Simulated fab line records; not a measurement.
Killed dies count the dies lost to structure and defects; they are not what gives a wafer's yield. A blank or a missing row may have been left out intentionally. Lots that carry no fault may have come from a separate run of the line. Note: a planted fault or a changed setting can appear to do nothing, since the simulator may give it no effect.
Problem report, 8D (eight disciplines) form, completed by code | flow sky130 | the parts of the form that need people (team, actions taken, sign-off) are left out

1. WHAT IS WRONG
Wafers without a fault read 7.499e+13, standard deviation 8.2e+10; dose ions cm2 at SKY_LDD_N_IMPLANT_10 reads a mean of 4.636e+13 on 6 wafers belonging to 2 lots. So: -99 or more standard deviations from the usual mean.
Earliest sighting: wafer L628.2 on implanter-04 at day 21 00:27. Wafers with a number at this step in the record: 36, from 12 lots. By rule, "out" or "out of limits" means more than 4 standard deviations away from the usual mean. All remaining wafers that have a number are taken as sound.

2. WHAT IT IS, AND WHAT IT ISN'T
question                    | is                                | is not
which readings at this step | dose ions cm2, faraday current uA | -
which lots                  | L628, L630                        | L621, L622, L623, L634, L635, L637, L638, L640, L641, L643
which wafers of those lots  | all that have a number            | -
read on which tools         | implanter-04                      | implanter-02, implanter-03
when                        | from day 21 00:27                 | up to then (9 sound wafers); but 21 sound wafers of L634, L635, L637, L638, L640, L641, L643 came after

3. THE SUSPECTS, EACH WITH WHAT RULES IT OUT
Counting: a tool stays on the suspect list if, at a process step up to the reading, it processed all lots that are out and no sound lot following the first of them.
- implanter-04 at SKY_LDD_N_IMPLANT_10: ruled out as a lasting fault. The sound lots L637, L638 went through it after L628, its earliest lot that is out (day 21 00:27).
Left after counting: nothing in the record.

4. THE CAUSE (what the simulator had put in)
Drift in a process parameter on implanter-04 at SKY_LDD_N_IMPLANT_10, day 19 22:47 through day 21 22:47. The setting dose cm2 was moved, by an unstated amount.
Counting ruled it out, wrongly.

5. THE EFFECT CHAIN, in route order
Rows list readings where the struck wafers' mean (over those with a number) sits beyond 3 standard deviations from the usual. Only readings whose record carries a usual standard deviation are examined. hours: median over the lots of the time between each lot's start at the first step of this table that gives one and its start at this step. sigmas: the change, counted in usual standard deviations.
hours | step                 | reading                  | usual     | on struck wafers | change     | sigmas
0     | SKY_LDD_N_IMPLANT_10 | dose ions cm2            | 7.499e+13 | 4.636e+13        | -2.863e+13 | -99 or more
0     | SKY_LDD_N_IMPLANT_10 | faraday current uA       | 422       | 260              | -162       | -19
1     | SKY_LDD_N_STRIP_16   | strip time to endpoint s | 4.316 s   | 4.250            | -0.066     | -3.7
Process steps it contains:
- SKY_LDD_N_IMPLANT_10
- SKY_LDD_N_STRIP_16: strips in O2/N2.
Later steps that measure or inspect, where all struck wafers having a row at the step show a number for every such reading and not one has moved that far: SKY_LDD_P_CD_MEAS_07.

6. HOW IT WOULD HAVE BEEN CAUGHT EARLIER
The fault began at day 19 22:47; the first out-of-limits reading in this record came at day 21 00:27, 26 hours later.
